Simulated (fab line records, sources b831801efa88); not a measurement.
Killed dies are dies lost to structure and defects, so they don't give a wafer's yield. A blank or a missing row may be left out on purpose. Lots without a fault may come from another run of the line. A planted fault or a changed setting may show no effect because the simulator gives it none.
Which tool did it? | flow gf180mcu | 13 lots, 39 wafers sampled, at 2 steps of a route of 602

WHAT THE GAUGES READ, wafer by wafer
GF_V1_OVL_MEAS_15.
lot  | measured     | on         | V1_OVL (nm)
L482 | day 18 05:27 | overlay-02 | 9 -5 -1
L485 | day 19 08:56 | overlay-01 | -3 -1 -6
L486 | day 20 01:41 | overlay-02 | -17 -12 -12
L487 | day 20 13:41 | overlay-02 | -3 -1 -2
L489 | day 21 00:44 | overlay-01 | 4 -7 5
L491 | day 21 18:14 | overlay-02 | 8 12 5
L492 | day 22 01:19 | overlay-02 | -3 -9 -3
L493 | day 22 07:38 | overlay-01 | 8 -1 2
L494 | day 22 14:32 | overlay-01 | 0 -13 -5
L497 | day 23 14:07 | overlay-01 | 0 8 15
L500 | day 24 12:48 | overlay-01 | 0 -2 3
L501 | day 24 18:20 | overlay-02 | -5 -6 5
L502 | day 25 04:05 | overlay-01 | -3 0 0

WHICH TOOL RAN EACH LOT (tool, then ch and the chambers of the sampled wafers, then the start)
lot  | GF_M1_SPUTTER_01
L482 | pvd_sputter-02, day 16 05:42
L485 | pvd_sputter-02, day 17 08:10
L486 | pvd_sputter-01, day 17 23:36
L487 | pvd_sputter-02, day 18 11:23
L489 | pvd_sputter-01, day 18 23:01
L491 | pvd_sputter-01, day 19 17:21
L492 | pvd_sputter-01, day 19 23:34
L493 | pvd_sputter-02, day 20 06:59
L494 | pvd_sputter-01, day 20 13:28
L497 | pvd_sputter-01, day 21 15:14
L500 | pvd_sputter-03, day 22 13:52
L501 | pvd_sputter-01, day 22 20:09
L502 | pvd_sputter-02, day 23 06:20
- GF_M1_SPUTTER_01: material TiN, target thk 30 nm, time 25 s.

WHAT THE TOOLS THEMSELVES READ (means of the sampled wafers that have a number; where no wafer has one, the mark that the record gives instead)
GF_M1_SPUTTER_01.
lot  | tool           | throttle_valve_pct (%)
L482 | pvd_sputter-02 | 29.7
L485 | pvd_sputter-02 | 29.8
L486 | pvd_sputter-01 | 30.6
L487 | pvd_sputter-02 | 29.8
L489 | pvd_sputter-01 | 30.5
L491 | pvd_sputter-01 | 30.3
L492 | pvd_sputter-01 | 30.4
L493 | pvd_sputter-02 | 30.0
L494 | pvd_sputter-01 | 29.7
L497 | pvd_sputter-01 | 30.3
L500 | pvd_sputter-03 | 28.9
L501 | pvd_sputter-01 | 29.8
L502 | pvd_sputter-02 | 29.3

THE ANSWER, worked out from the rows above alone
Rule: what is usual is taken from the lots themselves. Put in order of their means at a reading, lots are off if they are a third of the lots or fewer, leave a main group of 4 or more, and stand apart from it by a gap of 3 or more times the standard deviation of the main group's means; of several such gaps the widest counts. A main group whose means are all the same, to the digits that the tables above print for the reading, isn't used. A lot without any number at a reading at which 4 lots or more have one is off too. The other lots that the step has rows for count as sound. The gauges are gone through in route order, then the tools' own readings, and for those a lot's mean is taken as printed above. The first step at which some lot is off is used, and at that step the reading that is off furthest; a lot without a number counts as furthest.
No lot is off at any reading shown: from this, nothing can be told.

WHAT THE SIMULATOR HAD PUT IN
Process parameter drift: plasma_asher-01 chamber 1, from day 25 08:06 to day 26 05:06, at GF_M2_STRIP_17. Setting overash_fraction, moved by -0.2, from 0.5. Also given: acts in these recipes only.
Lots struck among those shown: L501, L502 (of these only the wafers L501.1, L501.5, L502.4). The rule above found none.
